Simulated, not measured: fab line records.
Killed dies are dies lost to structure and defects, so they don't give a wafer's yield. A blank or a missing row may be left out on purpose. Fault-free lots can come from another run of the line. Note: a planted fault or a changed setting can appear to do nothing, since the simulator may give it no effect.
Comparing a struck lot with a sound one :: flow gf180mcu :: 20 out of 602 route steps
Sound: the wafers L283.2, L283.3, L283.4. Wafers L294.1, L294.3, L294.5 were the ones struck. The cause is given at the end.
For every step that has rows: the tool of each side, followed by ch and its chambers, followed by its first start. Under that, the readings that differ: sound wafers :: struck wafers :: difference of the means :: sigmas: that difference in standard deviations of wafers without a fault.
alike: words and numbers the same on both sides, and readings whose means are apart by under 2 such deviations; not compared: readings that were withheld, readings missing a value for some wafer, numbers with overlapping values and no deviation given by the record, and bounds like >300 which may hide the same value.
Wherever a step has rows on one side only, a row that says differs or no value, or a row with sigmas, the two part there. When numbers do not overlap yet have no deviation, they are printed without sigmas and do not part them. A reading that every wafer of one side lacks parts them only if that side has two wafers or more.

GF_CONTACT_CMP_27: polishes, stops on SiO2, t overpolish 15 s, target thk 0 nm.
  sound on cmp-02 ch 0,1,3, day 18 20:38; struck on cmp-02 ch 0,3, day 22 20:32
  alike: motor current A, overpolish run s, time to endpoint s
then, 1 step without rows for these wafers: GF_M1_SPUTTER_00 (material Ti, target thk 37.5 nm, time 150 s).
GF_M1_SPUTTER_01: material TiN, target thk 30 nm, time 25 s.
  sound: pvd sputter-03 at day 18 20:59; struck: pvd sputter-01 at day 22 20:56
  alike: throttle valve pct
then, 1 step without rows for these wafers: GF_M1_SPUTTER_02 (material AlCu, target thk 450 nm, time 23.9 s).
GF_M1_SPUTTER_03: material Ti, target thk 10 nm, time 6.7 s.
  sound: pvd sputter-03 at day 18 21:03; struck: pvd sputter-01 at day 22 21:00
  alike: throttle valve pct
GF_M1_SPUTTER_04: material TiN, target thk 50 nm, time 41.7 s.
  sound: pvd sputter-03 at day 18 21:04; struck: pvd sputter-01 at day 22 21:01
  alike: throttle valve pct
GF_M1_RS_MEAS_05: the measuring method here is four-point-probe.
  sound: film metro-04 at day 18 21:08; struck: film metro-04 at day 22 21:04
reading: M1_ALCU_RS (ohm/sq)
sound: 0.0714 0.0714 0.0710
struck: 0.0679 0.0690 0.0682
difference: -0.0029
sigmas: -4
GF_M1_THK_MEAS_06: measures by xrf.
  sound: film metro-04 at day 18 21:14; struck: film metro-04 at day 22 21:11
reading: M1_ALCU_THK (nm)
sound: 442 443 442
struck: 466 458 463
difference: +20
sigmas: +4
then, 4 steps without rows for these wafers: GF_M1_DEHYDRATE_07 (time 60 s); GF_M1_HMDS_08 (prime time 60 s); GF_M1_COAT_09 (resist thk 1000 nm); GF_M1_SOFTBAKE_10 (time 60 s).
GF_M1_EXPOSE_11: exposes mask Metal1, target cd 230 nm.
  sound on krf scanner-02 ch 0, day 19 09:37; struck on krf scanner-01 ch 0, day 23 08:27
reading: exposure dose mJ cm2
sound: 27.940 27.994 28.000
struck: 24.026 24.093 24.063
difference: -3.917
sigmas: -99 or more
  alike: mask, focus offset nm
then, 2 steps without rows for these wafers: GF_M1_PEB_12 (peb time 90 s); GF_M1_DEVELOP_13 (develop time 60 s).
GF_M1_CD_MEAS_14: the cd target is 230 nm.
  sound: cd sem-01 at day 19 21:37; struck: cd sem-01 at day 23 19:42
reading: cd nm (nm)
sound: 227.7 229.9 229.0
struck: 253.0 252.9 253.6
difference: +24.3
sigmas: +19
GF_M1_OVL_MEAS_15:
  sound: overlay-01 at day 19 21:44; struck: overlay-02 at day 23 19:49
  alike: M1_OVL
GF_M1_METAL_ETCH_16: etches the open film in Cl2/BCl3, stops on SiO2, target depth 627.5 nm, time 104.6 s.
  sound on rie metal-03 ch 0,1, day 19 21:46; struck on rie metal-04 ch 0, day 23 19:51
reading: drypump motor current A (A)
sound: 5.48 5.59 5.46
struck: 5.91 5.89 5.90
difference: +0.39
sigmas: +2

reading: oes product au (a.u.)
sound: 0.964 0.959 0.966
struck: 0.982 0.979 0.985
difference: +0.019
sigmas: +3

reading: model.M1.cd nm (nm)
sound: 226.6 232.7 226
struck: 255 252 255.2
difference: +26
sigmas: 
  alike: throttle valve pct
  not compared: rf hours counter h
GF_M1_STRIP_17: strips in O2/N2.
  sound on plasma asher-03 ch 0,1, day 19 21:52; struck on plasma asher-04 ch 0,1, day 23 20:05
  alike: drypump motor current A, heater power w, oes product au, strip time to endpoint s
  not compared: rf hours counter h
-- the record jumps here: 10 days lie between the struck wafers' starts before and after (it left off in module M1 and takes up again in module PASSIVATION, whose first step shown is number 602 of the route) --
GF_PASSIVATION_PROBE_99:
  sound: prober-02 at day 31 08:58; struck: prober-01 at day 34 00:24
reading: model.etest.met1.width nm (nm)
sound: 227.3 236.7 224.8
struck: 256.9 253.8 257.2
difference: +26.4
sigmas: 

reading: model.etest.met1.line ohm um
sound: 0.3235 0.3105 0.3263
struck: 0.2726 0.2807 0.2721
difference: -0.0450
sigmas: 

## WHERE THEY PART
Earliest at GF_M1_RS_MEAS_05; latest, in this record, at GF_M1_METAL_ETCH_16. Later steps at which nothing parts them and some readings are alike: GF_M1_STRIP_17.

WHY: what the simulator had put in
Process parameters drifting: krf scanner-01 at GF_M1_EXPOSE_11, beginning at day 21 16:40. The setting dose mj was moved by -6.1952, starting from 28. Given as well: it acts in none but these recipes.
